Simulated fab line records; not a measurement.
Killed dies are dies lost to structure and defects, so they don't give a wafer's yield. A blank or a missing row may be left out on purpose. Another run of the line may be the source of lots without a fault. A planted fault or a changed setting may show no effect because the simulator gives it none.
What tool caused it? + flow gf180mcu + Sampling: 14 lots, 42 wafers, 5 of 602 route steps

== WHAT EACH GAUGE READ, for each wafer ==
GF_M1_RS_MEAS_05: the measuring method here is four-point-probe.
| lot  | measured     | on            | M1_ALCU_RS (ohm/sq)  |
|------|--------------|---------------|----------------------|
| L577 | day 16 04:40 | film metro-01 | 0.0712 0.0717 0.0708 |
| L578 | day 16 11:10 | film metro-01 | 0.0698 0.0704 0.0704 |
| L579 | day 16 20:22 | film metro-04 | 0.0698 0.0717 0.0709 |
| L584 | day 18 19:01 | film metro-01 | 0.0710 0.0719 0.0707 |
| L585 | day 19 10:59 | film metro-04 | 0.0709 0.0712 0.0713 |
| L586 | day 20 02:48 | film metro-03 | 0.0703 0.0695 0.0708 |
| L587 | day 20 05:01 | film metro-04 | 0.0715 0.0703 0.0705 |
| L588 | day 20 12:03 | film metro-01 | 0.0691 0.0697 0.0695 |
| L589 | day 20 15:25 | film metro-04 | 0.0710 0.0713 0.0717 |
| L591 | day 21 14:38 | film metro-04 | 0.0707 0.0693 0.0698 |
| L592 | day 21 23:01 | film metro-03 | 0.0693 0.0709 0.0698 |
| L593 | day 22 09:32 | film metro-01 | 0.0706 0.0692 0.0704 |
| L594 | day 22 14:13 | film metro-01 | 0.0700 0.0697 0.0700 |
| L600 | day 24 15:28 | film metro-01 | 0.0704 0.0708 0.0716 |

GF_V1_BOW_MEAS_05.
| lot  | measured     | on            | V1_BOW (um) |
|------|--------------|---------------|-------------|
| L577 | day 17 05:07 | film metro-04 | 79 90 72    |
| L578 | day 17 11:13 | film metro-03 | 93 91 79    |
| L579 | day 17 21:33 | film metro-04 | 79 77 79    |
| L584 | day 19 20:55 | film metro-03 | 92 80 84    |
| L585 | day 20 12:38 | film metro-04 | 82 78 78    |
| L586 | day 21 04:35 | film metro-03 | 92 83 82    |
| L587 | day 21 06:35 | film metro-03 | 82 75 72    |
| L588 | day 21 13:38 | film metro-02 | 77 77 87    |
| L589 | day 21 16:53 | film metro-04 | 81 83 89    |
| L591 | day 22 15:39 | film metro-02 | 61 44 60    |
| L592 | day 22 23:32 | film metro-02 | 49 54 58    |
| L593 | day 23 10:34 | film metro-04 | 85 81 88    |
| L594 | day 23 15:07 | film metro-02 | 90 79 89    |
| L600 | day 25 14:43 | film metro-02 | 94 82 87    |

== WHICH TOOL RAN EACH LOT (tool, then ch and the chambers of the sampled wafers, then the start) ==
| lot  | GF_M1_SPUTTER_02             | GF_V1_CVD_00                     | GF_V1_CVD_02                    |
|------|------------------------------|----------------------------------|---------------------------------|
| L577 | pvd sputter-01, day 16 04:31 | hdpcvd-01 ch 0,1,2, day 17 04:30 | pecvd-03 ch 1,2, day 17 04:38   |
| L578 | pvd sputter-02, day 16 11:05 | hdpcvd-01 ch 0,1,2, day 17 10:38 | pecvd-04 ch 0,1,2, day 17 10:47 |
| L579 | pvd sputter-01, day 16 20:17 | hdpcvd-01 ch 0,1,2, day 17 19:57 | pecvd-04 ch 1,2, day 17 20:05   |
| L584 | pvd sputter-04, day 18 18:56 | hdpcvd-01 ch 0,1, day 19 20:21   | pecvd-03 ch 0,1,2, day 19 20:29 |
| L585 | pvd sputter-01, day 19 10:53 | hdpcvd-01 ch 1,2, day 20 12:03   | pecvd-04 ch 0,2, day 20 12:11   |
| L586 | pvd sputter-01, day 20 02:43 | hdpcvd-02 ch 0,1,2, day 21 04:01 | pecvd-02 ch 0,1,2, day 21 04:09 |
| L587 | pvd sputter-04, day 20 04:54 | hdpcvd-01 ch 0,1,2, day 21 06:01 | pecvd-03 ch 0,2, day 21 06:08   |
| L588 | pvd sputter-04, day 20 11:56 | hdpcvd-02 ch 0,1, day 21 13:03   | pecvd-02 ch 1,2, day 21 13:11   |
| L589 | pvd sputter-04, day 20 15:19 | hdpcvd-01 ch 0,1,2, day 21 16:19 | pecvd-02 ch 0,1, day 21 16:27   |
| L591 | pvd sputter-02, day 21 14:33 | hdpcvd-02 ch 0,2, day 22 15:03   | pecvd-02 ch 1,2, day 22 15:11   |
| L592 | pvd sputter-04, day 21 22:55 | hdpcvd-02 ch 0,1,2, day 22 22:55 | pecvd-03 ch 0,2, day 22 23:02   |
| L593 | pvd sputter-04, day 22 09:26 | hdpcvd-02 ch 0,1, day 23 10:00   | pecvd-04 ch 0,1,2, day 23 10:08 |
| L594 | pvd sputter-04, day 22 14:05 | hdpcvd-01 ch 0,1,2, day 23 14:31 | pecvd-04 ch 0,1, day 23 14:39   |
| L600 | pvd sputter-02, day 24 15:22 | hdpcvd-01 ch 0,1,2, day 25 14:08 | pecvd-04 ch 1,2, day 25 14:16   |
- GF_M1_SPUTTER_02: material AlCu, target thk 450 nm, time 23.9 s.
- GF_V1_CVD_00: deposits SiO2, target thk 600 nm, time 97.07 s.
- GF_V1_CVD_02: deposits SiO2 from TEOS, target thk 850 nm, time 94.851 s.

== AS READ BY THE TOOLS THEMSELVES (means over the sampled wafers that have a number; for cases with no such wafer, the mark the record gives instead) ==
GF_M1_SPUTTER_02.
| lot  | tool           | cathode dc power W (W) | throttle valve pct (%) |
|------|----------------|------------------------|------------------------|
| L577 | pvd sputter-01 | 10601                  | 30.7                   |
| L578 | pvd sputter-02 | 10602                  | 29.5                   |
| L579 | pvd sputter-01 | 10601                  | 30.5                   |
| L584 | pvd sputter-04 | 10602                  | 30.2                   |
| L585 | pvd sputter-01 | 10602                  | 30.5                   |
| L586 | pvd sputter-01 | 10600                  | 30.3                   |
| L587 | pvd sputter-04 | 10600                  | 29.9                   |
| L588 | pvd sputter-04 | 10601                  | 29.6                   |
| L589 | pvd sputter-04 | 10599                  | 30.4                   |
| L591 | pvd sputter-02 | 10602                  | 29.7                   |
| L592 | pvd sputter-04 | 10601                  | 31.0                   |
| L593 | pvd sputter-04 | 10600                  | 29.2                   |
| L594 | pvd sputter-04 | 10600                  | 29.0                   |
| L600 | pvd sputter-02 | 10600                  | 29.6                   |

GF_V1_CVD_00.
| lot  | tool      | pressure mtorr (mTorr) | run length s (s) | sih4 flow sccm (sccm) | susceptor temp C (C) |
|------|-----------|------------------------|------------------|-----------------------|----------------------|
| L577 | hdpcvd-01 | 6.002                  | 128.2            | 59.92                 | 400.16               |
| L578 | hdpcvd-01 | 5.999                  | 128.0            | 60.00                 | 399.96               |
| L579 | hdpcvd-01 | 6.002                  | 127.9            | 59.98                 | 400.11               |
| L584 | hdpcvd-01 | 5.995                  | 128.1            | 60.02                 | 400.06               |
| L585 | hdpcvd-01 | 6.005                  | 128.0            | 60.16                 | 400.12               |
| L586 | hdpcvd-02 | 6.013                  | 128.2            | 60.00                 | 400.05               |
| L587 | hdpcvd-01 | 5.997                  | 128.0            | 60.12                 | 399.87               |
| L588 | hdpcvd-02 | 6.000                  | 127.7            | 60.20                 | 400.10               |
| L589 | hdpcvd-01 | 6.002                  | 128.3            | 60.09                 | 400.05               |
| L591 | hdpcvd-02 | -                      | -                | -                     | -                    |
| L592 | hdpcvd-02 | -                      | -                | -                     | -                    |
| L593 | hdpcvd-02 | 6.009                  | 128.2            | 59.95                 | 399.84               |
| L594 | hdpcvd-01 | 6.014                  | 128.1            | 60.00                 | 400.18               |
| L600 | hdpcvd-01 | 5.996                  | 128.0            | 60.11                 | 399.98               |

GF_V1_CVD_02.
| lot  | tool     | heater power outer w (W) | heater power w (W) | susceptor temp C (C) |
|------|----------|--------------------------|--------------------|----------------------|
| L577 | pecvd-03 | 381                      | 646                | 399.94               |
| L578 | pecvd-04 | 363                      | 606                | 400.25               |
| L579 | pecvd-04 | 362                      | 598                | 400.26               |
| L584 | pecvd-03 | 369                      | 621                | 400.12               |
| L585 | pecvd-04 | 282                      | 526                | 400.24               |
| L586 | pecvd-02 | 270                      | 502                | 399.84               |
| L587 | pecvd-03 | 303                      | 534                | 399.81               |
| L588 | pecvd-02 | 266                      | 496                | 400.18               |
| L589 | pecvd-02 | 272                      | 487                | 399.76               |
| L591 | pecvd-02 | 272                      | 504                | 399.99               |
| L592 | pecvd-03 | 306                      | 535                | 400.17               |
| L593 | pecvd-04 | 333                      | 571                | 399.94               |
| L594 | pecvd-04 | 339                      | 591                | 400.17               |
| L600 | pecvd-04 | 349                      | 572                | 400.10               |

== THE ANSWER, worked out from the rows above alone ==
Rule: usual is defined by the lots themselves. Put in order of their means at a reading, lots are off if they are a third of the lots or fewer, leave a main group of 4 or more, and stand apart from it by a gap of 3 or more times the standard deviation of the main group's means; of several such gaps the widest counts. A main group is skipped when, at the precision printed for the reading in the tables above, its means are all equal. A lot without any number at a reading at which 4 lots or more have one is off too. Any other lot the step has rows for is counted as sound. First the gauges in route order, then the tools' own readings, where a lot's mean is used as printed above. The first step at which some lot is off is used, and at that step the reading that is off furthest; a lot without a number counts as furthest.
Off: L591, L592, at GF_V1_BOW_MEAS_05 (V1_BOW). The main group has a mean of 83 um with a standard deviation of 3.7.
If a tool, at a process step before that reading, ran all the lots that are off and no sound lot after the first of them, it fits. Not tried: the gauges at GF_V1_BOW_MEAS_05; whatever is off there is also off at GF_V1_CVD_00, on other tools, and gauge error can't account for it. Not one of the candidates tried fits.

== WHAT HAD BEEN PUT IN BY THE SIMULATOR ==
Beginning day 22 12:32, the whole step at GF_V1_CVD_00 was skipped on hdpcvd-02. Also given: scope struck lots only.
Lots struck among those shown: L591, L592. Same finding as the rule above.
